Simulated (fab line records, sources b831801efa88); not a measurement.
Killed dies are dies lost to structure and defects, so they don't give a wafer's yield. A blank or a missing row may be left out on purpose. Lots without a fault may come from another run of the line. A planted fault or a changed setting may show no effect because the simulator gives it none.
fab line records | flow sky130
record lots=24 wafers=72 last_day=50
route steps=708 shown FIELD_ISO@3 PWDE@55 VT_ADJUST_LVTN@107 GATE_OXIDE@189 POLY_GATE@230 METAL5@665
lots that met no fault: from a run of the same line without faults
start_h: hours from the record's first day to the start of the lot's first wafer shown | wait_h: hours since the lot's step before | " the same as in the row above | L1.1+2: a row that stands for several wafers | - no value, or no start given | * or withheld: withheld | < > ~ a bound
route shown NAME@n: a module of which the file shows steps, and the number in the route of the first | usual: mean/standard deviation of fault-free wafers | same: alike in all rows | chamber/n: place in a boat | sites: the reading at each site | _std_site: their standard deviation | _edge_site: outer sites' mean less inner sites' | radius_mm: how far each site lies from the wafer's centre | mask NAME#n: copy n | behind: the tool/chamber that last shaped the wafer | hold: why the lot was held/for how many hours/how that ended | device: the transistor (n, p or np) that didn't switch | end of line: the same wafers' tests at the end of the route | a step without rows: its recipe alone | killed: dies lost to structure and defects at the first sort, not the wafer's yield | map: a wafer's dies, x killed, . not, _ none there
set.NAME: the setting as run; set.NAME@STEP: as run at that earlier step | model.NAME: the simulator's own value behind a step, which no gauge read
steps of the route over a sample of lots; a table a step, a row a wafer
services: from which hour (start_h, from the record's first day; less than 0 if before it) a tool's chamber was out of use, for how many hours, and why
## steps
# step SKY_FIELD_ISO_THK_MEAS_02
# recipe reads=SiO2_of_FIELD_ISO_OXIDATION_01
# usual FIELD_ISO_OXIDATION_00_THK=11.98/0.21
# columns lot.wafer tool chamber start_h wait_h FIELD_ISO_OXIDATION_00_THK[nm]
L074.1 film_metro-04 - 12.32 0.0 11.87
L074.2 " - " " 12.03
L074.5 " - " " 12.12
L075.2 film_metro-04 - 17.69 0.0 12.00
L075.3 " - " " 11.93
L075.6 " - " " 11.94
L076.1 film_metro-03 - 21.64 0.0 11.65
L076.5 " - " " 11.89
L076.6 " - " " 11.79
L077.1 film_metro-04 - 26.63 0.0 12.08
L077.2 " - " " 11.97
L077.5 " - " " 11.91
L078.4 film_metro-01 - 31.81 0.0 12.02
L078.5 " - " " 11.95
L078.6 " - " " 12.15
L079.1 film_metro-01 - 36.63 0.0 11.84
L079.2 " - " " 12.09
L079.6 " - " " 12.11
L080.1 film_metro-04 - 41.69 0.0 11.75
L080.3 " - " " 11.78
L080.5 " - " " 11.73
L081.1 film_metro-03 - 47.01 0.0 11.98
L081.2 " - " " 12.01
L081.4 " - " " 11.81
L082.1 film_metro-03 - 52.86 0.0 11.84
L082.3 " - " " 11.99
L082.6 " - " " 12.04
L083.1 film_metro-01 - 56.63 0.0 11.98
L083.5 " - " " 12.15
L083.6 " - " " 12.10
L084.2 film_metro-03 - 61.92 0.0 12.13
L084.3 " - " " 11.69
L084.6 " - " " 11.82
L085.1 film_metro-01 - 66.63 0.0 12.36
L085.2 " - " " 11.92
L085.3 " - " " 12.22
L086.1 film_metro-01 - 71.63 0.0 12.00
L086.3 " - " " 11.90
L086.5 " - " " 11.79
L087.1 film_metro-03 - 76.63 0.0 12.15
L087.3 " - " " 12.23
L087.5 " - " " 12.31
L088.1 film_metro-04 - 83.18 0.0 11.86
L088.2 " - " " 12.17
L088.5 " - " " 11.78
L089.1 film_metro-04 - 89.06 0.0 11.90
L089.5 " - " " 11.73
L089.6 " - " " 12.01
L090.1 film_metro-03 - 92.07 0.0 11.74
L090.2 " - " " 11.68
L090.4 " - " " 11.85
L091.2 film_metro-01 - 97.47 0.0 11.56
L091.4 " - " " 11.69
L091.6 " - " " 11.54
L092.2 film_metro-03 - 101.64 0.0 12.53
L092.3 " - " " 12.30
L092.4 " - " " 12.41
L093.3 film_metro-04 - 108.39 0.0 12.07
L093.4 " - " " 12.17
L093.5 " - " " 12.15
L094.1 film_metro-03 - 112.70 0.0 11.89
L094.2 " - " " 11.78
L094.3 " - " " 11.73
L095.1 film_metro-04 - 117.26 0.0 12.16
L095.4 " - " " 12.31
L095.5 " - " " 12.18
L096.2 film_metro-01 - 121.64 0.0 11.97
L096.4 " - " " 11.97
L096.5 " - " " 12.08
L097.3 film_metro-03 - 126.65 0.0 12.08
L097.4 " - " " 11.84
L097.6 " - " " 12.00
# step SKY_PWDE_TW_MEAS_10
# usual PWDE_TW=371.6/2
# columns lot.wafer tool chamber start_h wait_h PWDE_TW
L074.1 film_metro-02 - 70.70 0.1 370.1
L074.2 " - " " 370.2
L074.5 " - " " 371.1
L075.2 film_metro-04 - 76.39 0.1 371.9
L075.3 " - " " 374.0
L075.6 " - " " 372.5
L076.1 film_metro-03 - 81.11 0.1 371.2
L076.5 " - " " 373.3
L076.6 " - " " 374.5
L077.1 film_metro-04 - 82.48 0.1 373.1
L077.2 " - " " 373.1
L077.5 " - " " 374.1
L078.4 film_metro-02 - 90.66 0.1 367.5
L078.5 " - " " 369.3
L078.6 " - " " 367.9
L079.1 film_metro-02 - 98.55 0.1 372.9
L079.2 " - " " 371.2
L079.6 " - " " 371.3
L080.1 film_metro-02 - 105.96 0.1 372.3
L080.3 " - " " 370.7
L080.5 " - " " 371.8
L082.1 film_metro-04 - 123.35 0.1 373.9
L082.3 " - " " 373.8
L082.6 " - " " 374.2
L081.1 film_metro-02 - 124.30 0.1 370.7
L081.2 " - " " 370.0
L081.4 " - " " 373.2
L083.1 film_metro-03 - 124.93 0.1 373.9
L083.5 " - " " 372.5
L083.6 " - " " 372.4
L084.2 film_metro-04 - 129.37 0.1 376.7
L084.3 " - " " 374.1
L084.6 " - " " 372.1
L085.1 film_metro-02 - 132.68 0.1 371.6
L085.2 " - " " 368.3
L085.3 " - " " 368.5
L086.1 film_metro-02 - 140.41 0.1 370.5
L086.3 " - " " 371.1
L086.5 " - " " 373.3
L087.1 film_metro-02 - 147.46 0.1 368.7
L087.3 " - " " 368.0
L087.5 " - " " 369.5
L088.1 film_metro-03 - 149.60 0.1 375.1
L088.2 " - " " 374.2
L088.5 " - " " 374.2
L089.1 film_metro-02 - 154.80 0.1 367.7
L089.5 " - " " 371.5
L089.6 " - " " 368.9
L090.1 film_metro-04 - 160.53 0.1 370.3
L090.2 " - " " 370.9
L090.4 " - " " 369.2
L091.2 film_metro-02 - 166.44 0.1 370.0
L091.4 " - " " 368.4
L091.6 " - " " 369.9
L092.2 film_metro-04 - 170.99 0.1 371.7
L092.3 " - " " 371.1
L092.4 " - " " 372.3
L093.3 film_metro-02 - 178.13 0.1 372.1
L093.4 " - " " 374.1
L093.5 " - " " 372.2
L094.1 film_metro-03 - 179.15 0.1 370.4
L094.2 " - " " 369.4
L094.3 " - " " 371.6
L095.1 film_metro-02 - 186.60 0.1 370.9
L095.4 " - " " 373.6
L095.5 " - " " 371.6
L096.2 film_metro-03 - 193.52 0.1 372.2
L096.4 " - " " 371.1
L096.5 " - " " 370.5
L097.3 film_metro-03 - 196.87 0.1 370.6
L097.4 " - " " 370.6
L097.6 " - " " 370.1
# step SKY_VT_ADJUST_LVTN_TW_MEAS_10
# usual VT_ADJUST_LVTN_TW=239.7/1.3
# columns lot.wafer tool chamber start_h wait_h VT_ADJUST_LVTN_TW
L074.1 film_metro-02 - 141.10 0.1 240.2
L074.2 " - " " 240.2
L074.5 " - " " 239.8
L075.2 film_metro-02 - 149.64 0.1 239.4
L075.3 " - " " 239.3
L075.6 " - " " 239.5
L076.1 film_metro-03 - 153.63 0.1 240.9
L076.5 " - " " 241.1
L076.6 " - " " 239.9
L077.1 film_metro-03 - 156.60 0.1 240.7
L077.2 " - " " 242.0
L077.5 " - " " 240.0
L078.4 film_metro-03 - 166.88 0.1 241.2
L078.5 " - " " 241.0
L078.6 " - " " 241.0
L079.1 film_metro-03 - 176.08 0.1 238.0
L079.2 " - " " 238.8
L079.6 " - " " 237.9
L080.1 film_metro-03 - 183.93 0.1 239.6
L080.3 " - " " 238.2
L080.5 " - " " 238.4
L082.1 film_metro-02 - 204.65 0.1 239.1
L082.3 " - " " 237.7
L082.6 " - " " 237.5
L081.1 film_metro-02 - 205.88 0.1 238.0
L081.2 " - " " 238.2
L081.4 " - " " 239.0
L083.1 film_metro-02 - 206.30 0.1 237.9
L083.5 " - " " 238.9
L083.6 " - " " 236.8
L084.2 film_metro-02 - 211.86 0.1 239.0
L084.3 " - " " 238.4
L084.6 " - " " 238.9
L085.1 film_metro-02 - 216.63 0.1 239.1
L085.2 " - " " 238.5
L085.3 " - " " 239.6
L086.1 film_metro-03 - 226.33 0.1 240.5
L086.3 " - " " 240.1
L086.5 " - " " 239.4
L087.1 film_metro-02 - 233.83 0.1 238.9
L087.3 " - " " 238.0
L087.5 " - " " 238.4
L088.1 film_metro-03 - 236.10 0.1 239.6
L088.2 " - " " 239.6
L088.5 " - " " 239.7
L089.1 film_metro-03 - 241.53 0.1 242.5
L089.5 " - " " 240.6
L089.6 " - " " 243.6
L090.1 film_metro-02 - 249.05 0.1 238.8
L090.2 " - " " 238.5
L090.4 " - " " 240.5
L091.2 film_metro-03 - 255.84 0.1 242.5
L091.4 " - " " 242.8
L091.6 " - " " 241.3
L092.2 film_metro-02 - 261.31 0.1 238.7
L092.3 " - " " 238.7
L092.4 " - " " 238.7
L093.3 film_metro-03 - 268.82 0.1 240.6
L093.4 " - " " 240.0
L093.5 " - " " 239.8
L094.1 film_metro-03 - 271.63 0.1 240.7
L094.2 " - " " 239.0
L094.3 " - " " 241.7
L095.1 film_metro-01 - 278.48 0.1 240.5
L095.4 " - " " 241.7
L095.5 " - " " 241.5
L096.2 film_metro-01 - 287.59 0.1 240.7
L096.4 " - " " 239.2
L096.5 " - " " 241.0
L097.3 film_metro-03 - 292.25 0.1 240.4
L097.4 " - " " 240.5
L097.6 " - " " 240.3
# step SKY_GATE_OXIDE_THK_MEAS_02
# recipe reads=SiO2_of_GATE_OXIDE_OXIDATION_01
# usual GATE_OXIDE_OXIDATION_00_THK=10.21/0.21
# columns lot.wafer tool chamber start_h wait_h GATE_OXIDE_OXIDATION_00_THK[nm]
L074.1 film_metro-03 - 282.00 0.0 10.32
L074.2 " - " " 10.18
L074.5 " - " " 10.11
L075.2 film_metro-03 - 290.18 0.0 10.43
L075.3 " - " " 10.32
L075.6 " - " " 10.45
L076.1 film_metro-02 - 296.02 0.0 10.29
L076.5 " - " " 10.37
L076.6 " - " " 10.18
L077.1 film_metro-02 - 300.10 0.0 10.25
L077.2 " - " " 10.16
L077.5 " - " " 10.16
L078.4 film_metro-03 - 315.53 0.0 10.16
L078.5 " - " " 10.20
L078.6 " - " " 10.23
L079.1 film_metro-03 - 347.39 0.0 10.42
L079.2 " - " " 10.23
L079.6 " - " " 10.16
L080.1 film_metro-02 - 347.39 0.0 10.37
L080.3 " - " " 10.40
L080.5 " - " " 10.15
L082.1 film_metro-04 - 361.60 0.0 10.09
L082.3 " - " " 10.26
L082.6 " - " " 10.31
L083.1 film_metro-02 - 363.04 0.0 10.30
L083.5 " - " " 10.50
L083.6 " - " " 10.54
L081.1 film_metro-02 - 364.45 0.0 10.12
L081.2 " - " " 9.95
L081.4 " - " " 10.06
L084.2 film_metro-04 - 370.66 0.0 10.29
L084.3 " - " " 10.44
L084.6 " - " " 10.50
L085.1 film_metro-02 - 379.50 0.0 10.16
L085.2 " - " " 10.08
L085.3 " - " " 10.34
L086.1 film_metro-02 - 389.30 0.0 10.54
L086.3 " - " " 10.42
L086.5 " - " " 10.36
L087.1 film_metro-04 - 400.68 0.0 10.09
L087.3 " - " " 10.24
L087.5 " - " " 10.19
L088.1 film_metro-03 - 400.68 0.0 10.26
L088.2 " - " " 10.39
L088.5 " - " " 10.39
L089.1 film_metro-04 - 407.99 0.0 10.22
L089.5 " - " " 10.01
L089.6 " - " " 10.22
L090.1 film_metro-04 - 421.66 0.0 10.08
L090.2 " - " " 9.81
L090.4 " - " " 9.99
L091.2 film_metro-03 - 425.76 0.0 9.95
L091.4 " - " " 9.82
L091.6 " - " " 9.97
L092.2 film_metro-03 - 435.82 0.0 10.00
L092.3 " - " " 10.14
L092.4 " - " " 10.00
L093.3 film_metro-02 - 440.06 0.0 9.70
L093.4 " - " " 9.76
L093.5 " - " " 9.91
L094.1 film_metro-02 - 447.29 0.0 9.93
L094.2 " - " " 9.97
L094.3 " - " " 10.08
L095.1 film_metro-04 - 458.11 0.0 10.40
L095.4 " - " " 10.55
L095.5 " - " " 10.50
L096.2 film_metro-03 - 466.65 0.0 9.93
L096.4 " - " " 10.07
L096.5 " - " " 10.08
L097.3 film_metro-02 - 470.66 0.0 10.35
L097.4 " - " " 10.31
L097.6 " - " " 10.38
# step SKY_POLY_GATE_ETCH_16
# recipe stop_on=poly-Si chemistry=CH3F/O2 target=Si3N4 source_w=400 bias_w=80 pressure_mtorr=25 ch3f_flow_sccm=40 O2_flow_sccm=30 time_s=147.5 target_depth_a=750
# usual chamber_pressure_mTorr=24.998/0.024 drypump_motor_current_A=5.7/0.35 oes_product_au=0.640/0.0053 throttle_valve_pct=10.534/0.0081
# same time_s=147.5
# columns lot.wafer tool chamber start_h wait_h chamber_pressure_mTorr drypump_motor_current_A oes_product_au rf_hours_counter_h throttle_valve_pct
L074.1 rie_diel-03 2 369.35 0.0 25.034 5.7 0.643 2 10.536
L074.2 " 1 " " 25.019 6.2 0.644 83 10.548
L074.5 " 3 " " 24.964 5.7 0.630 - 10.530
L075.2 rie_diel-03 3 376.38 0.0 25.004 5.8 0.638 4 10.517
L075.3 " 2 " " 24.989 5.7 0.635 2 10.528
L075.6 " 1 " " 24.993 6.1 0.625 - 10.536
L076.1 rie_diel-01 0 383.60 0.0 24.952 5.7 0.639 59 10.530
L076.5 " 3 " " 25.006 5.6 0.640 - 10.537
L076.6 " 1 " " 24.996 5.8 0.642 - 10.530
L077.1 rie_diel-03 0 387.30 0.0 25.005 6.2 0.646 94 10.531
L077.2 " 1 " " 24.975 6.2 0.634 83 10.536
L077.5 " 1 " " 24.983 6.1 0.648 - 10.542
L078.4 rie_diel-04 1 417.83 0.0 25.028 5.5 0.639 101 10.537
L078.5 " 0 " " 25.020 5.0 0.654 - 10.527
L078.6 " 1 " " 24.981 5.5 0.638 - 10.524
L080.1 rie_diel-03 0 442.73 0.0 24.993 6.2 0.638 95 10.535
L080.3 " 2 " " 25.009 5.7 0.642 3 10.528
L080.5 " 2 " " 24.967 5.7 0.639 - 10.520
L079.1 rie_diel-01 0 443.15 0.0 25.027 5.7 0.650 60 10.533
L079.2 " 1 " " 25.005 5.8 0.638 6 10.523
L079.6 " 1 " " 24.988 5.8 0.639 - 10.553
L082.1 rie_diel-04 2 456.58 0.0 25.008 6.1 0.642 5 10.530
L082.3 " 0 " " 24.993 5.0 0.645 85 10.543
L082.6 " 3 " " 24.997 5.1 0.635 - 10.534
L083.1 rie_diel-03 2 459.40 0.0 24.989 5.7 0.631 4 10.537
L083.5 " 0 " " 25.008 6.2 0.636 - 10.531
L083.6 " 3 " " 24.977 5.7 0.638 - 10.534
L081.1 rie_diel-04 3 462.29 0.1 24.980 5.1 0.635 8 10.528
L081.2 " 0 " " 24.985 5.0 0.642 85 10.533
L081.4 " 0 " " 24.974 5.0 0.639 - 10.527
L084.2 rie_diel-03 1 468.13 0.0 24.992 6.1 0.646 85 10.552
L084.3 " 2 " " 25.032 5.7 0.638 4 10.531
L084.6 " 1 " " 24.978 6.1 0.633 - 10.529
L085.1 rie_diel-04 2 474.75 0.0 25.029 6.1 0.630 5 10.530
L085.2 " 0 " " 24.980 5.0 0.638 85 10.527
L085.3 " 1 " " 25.031 5.5 0.641 0 10.528
L086.1 rie_diel-01 2 488.18 0.0 25.003 6.0 0.632 5 10.533
L086.3 " 0 " " 24.977 5.7 0.641 61 10.542
L086.5 " 0 " " 24.994 5.7 0.640 - 10.535
L087.1 rie_diel-03 2 496.93 0.0 25.005 5.6 0.635 5 10.530
L087.3 " 1 " " 24.979 6.1 0.635 85 10.524
L087.5 " 2 " " 24.990 5.6 0.633 - 10.521
L088.1 rie_diel-03 2 499.60 0.0 24.998 5.7 0.640 5 10.540
L088.2 " 1 " " 25.027 6.2 0.645 86 10.529
L088.5 " 3 " " 25.015 5.7 0.643 - 10.538
L089.1 rie_diel-04 1 506.72 0.1 24.952 5.5 0.638 1 10.530
L089.5 " 1 " " 24.985 5.5 0.638 - 10.524
L089.6 " 2 " " 25.004 6.1 0.638 - 10.552
L090.1 rie_diel-03 0 520.25 0.0 25.009 6.2 0.635 0 10.534
L090.2 " 1 " " 25.022 6.2 0.638 86 10.526
L090.4 " 2 " " 24.961 5.7 0.630 5 10.536
L091.2 rie_diel-04 1 525.65 0.0 24.984 5.5 0.647 1 10.538
L091.4 " 3 " " 25.031 5.1 0.648 - 10.530
L091.6 " 1 " " 24.978 5.5 0.638 - 10.546
L092.2 rie_diel-01 0 533.93 0.0 24.976 5.7 0.633 61 10.534
L092.3 " 1 " " 24.987 5.8 0.642 7 10.537
L092.4 " 3 " " 25.040 5.6 0.642 79 10.542
L093.3 rie_diel-01 1 538.23 0.0 25.015 5.7 0.639 7 10.542
L093.4 " 0 " " 24.973 5.7 0.635 61 10.529
L093.5 " 0 " " 25.005 5.7 0.646 - 10.533
L094.1 rie_diel-03 3 545.58 0.0 24.977 5.8 0.644 8 10.512
L094.2 " 0 " " 25.003 6.2 0.640 1 10.543
L094.3 " 2 " " 24.995 5.7 0.648 6 10.532
L095.1 rie_diel-03 3 553.95 0.0 24.936 5.7 0.646 8 10.546
L095.4 " 2 " " 25.028 5.7 0.635 - 10.530
L095.5 " 0 " " 24.936 6.2 0.631 - 10.541
L096.2 rie_diel-01 1 563.78 0.0 24.983 5.8 0.644 7 10.533
L096.4 " 3 " " 24.979 5.6 0.640 80 10.549
L096.5 " 1 " " 24.995 5.7 0.632 - 10.551
L097.3 rie_diel-04 2 568.63 0.0 24.997 6.1 0.646 7 10.536
L097.4 " 3 " " 24.983 5.1 0.640 10 10.543
L097.6 " 0 " " 24.990 5.0 0.644 - 10.533
# step SKY_METAL5_SPUTTER_04
# recipe material=TiN target_thk_nm=70 power_w=6500 time_s=58.3 chamber_pressure_pa=0.4
# usual throttle_valve_pct=30.3/0.79
# same time_s=58.3
# columns lot.wafer tool chamber start_h wait_h throttle_valve_pct
L074.1 pvd_sputter-01 - 1000.02 0.0 31.5
L074.2 " - " " 30.7
L074.5 " - " " 28.8
L075.2 pvd_sputter-04 - 1009.42 0.0 31.1
L075.3 " - " " 29.8
L075.6 " - " " 29.8
L076.1 pvd_sputter-02 - 1013.02 0.0 29.5
L076.5 " - " " 29.5
L076.6 " - " " 29.9
L077.1 pvd_sputter-04 - 1018.32 0.0 31.0
L077.2 " - " " 29.7
L077.5 " - " " 30.8
L078.4 pvd_sputter-04 - 1043.71 0.0 29.8
L078.5 " - " " 30.9
L078.6 " - " " 29.8
L080.1 pvd_sputter-01 - 1063.66 0.0 29.0
L080.3 " - " " 31.6
L080.5 " - " " 31.6
L079.1 pvd_sputter-02 - 1064.73 0.0 29.7
L079.2 " - " " 29.4
L079.6 " - " " 29.4
L082.1 pvd_sputter-02 - 1068.42 0.0 29.6
L082.3 " - " " 29.1
L082.6 " - " " 29.2
L083.1 pvd_sputter-02 - 1070.35 0.0 29.5
L083.5 " - " " 29.3
L083.6 " - " " 30.9
L081.1 pvd_sputter-04 - 1071.72 0.0 30.0
L081.2 " - " " 30.8
L081.4 " - " " 30.5
L084.2 pvd_sputter-02 - 1072.12 0.0 29.9
L084.3 " - " " 29.1
L084.6 " - " " 29.8
L085.1 pvd_sputter-01 - 1077.68 0.0 31.6
L085.2 " - " " 30.6
L085.3 " - " " 29.1
L086.1 pvd_sputter-01 - 1090.22 0.0 28.9
L086.3 " - " " 31.6
L086.5 " - " " 32.0
L087.1 pvd_sputter-01 - 1093.59 0.0 30.5
L087.3 " - " " 31.6
L087.5 " - " " 29.0
L088.1 pvd_sputter-02 - 1095.56 0.0 29.3
L088.2 " - " " 29.6
L088.5 " - " " 29.6
L089.1 pvd_sputter-04 - 1100.22 0.0 29.9
L089.5 " - " " 30.4
L089.6 " - " " 29.7
L090.1 pvd_sputter-01 - 1112.30 0.0 30.3
L090.2 " - " " 30.5
L090.4 " - " " 31.6
L091.2 pvd_sputter-04 - 1128.16 0.0 30.9
L091.4 " - " " 30.0
L091.6 " - " " 30.8
L092.2 pvd_sputter-04 - 1129.99 0.0 30.5
L092.3 " - " " 29.9
L092.4 " - " " 31.1
L093.3 pvd_sputter-02 - 1130.75 0.0 29.8
L093.4 " - " " 29.6
L093.5 " - " " 31.1
L094.1 pvd_sputter-01 - 1133.13 0.0 30.3
L094.2 " - " " 31.6
L094.3 " - " " 29.0
L095.1 pvd_sputter-01 - 1135.23 0.0 30.5
L095.4 " - " " 31.6
L095.5 " - " " 30.6
L096.2 pvd_sputter-04 - 1138.66 0.0 30.9
L096.4 " - " " 29.8
L096.5 " - " " 30.1
L097.3 pvd_sputter-01 - 1140.12 0.0 31.7
L097.4 " - " " 30.6
L097.6 " - " " 31.6
## services
# columns tool chamber start_h hours kind
pvd_sputter-01 - 421.72 20.8 repair
pvd_sputter-01 - 459.77 0.9 repair
rie_diel-03 0 486.03 3.2 repair
rie_diel-03 - 487.18 0.6 repair
rie_diel-03 1 529.32 8.4 repair
rie_diel-03 0 561.72 8.3 repair
rie_diel-03 1 570.42 3.3 repair
pvd_sputter-01 - 571.05 4.9 repair
rie_diel-03 3 593.15 8.0 repair
rie_diel-03 2 633.97 4.4 repair
rie_diel-03 - 635.86 28.1 pm
rie_diel-03 - 708.13 0.3 repair
rie_diel-03 - 827.23 15.6 pm
pvd_sputter-01 - 845.03 0.9 repair
rie_diel-03 1 853.16 3.9 repair
pvd_sputter-01 - 860.96 2.1 repair
pvd_sputter-01 - 909.97 1.9 repair
rie_diel-03 0 930.68 2.7 repair
rie_diel-03 1 989.94 2.1 repair
pvd_sputter-01 - 1044.90 6.3 repair
rie_diel-03 1 1044.98 3.5 repair
rie_diel-03 0 1045.85 3.9 repair
rie_diel-03 1 1072.13 7.4 repair
rie_diel-03 3 1111.69 14.2 repair
## key
fault none
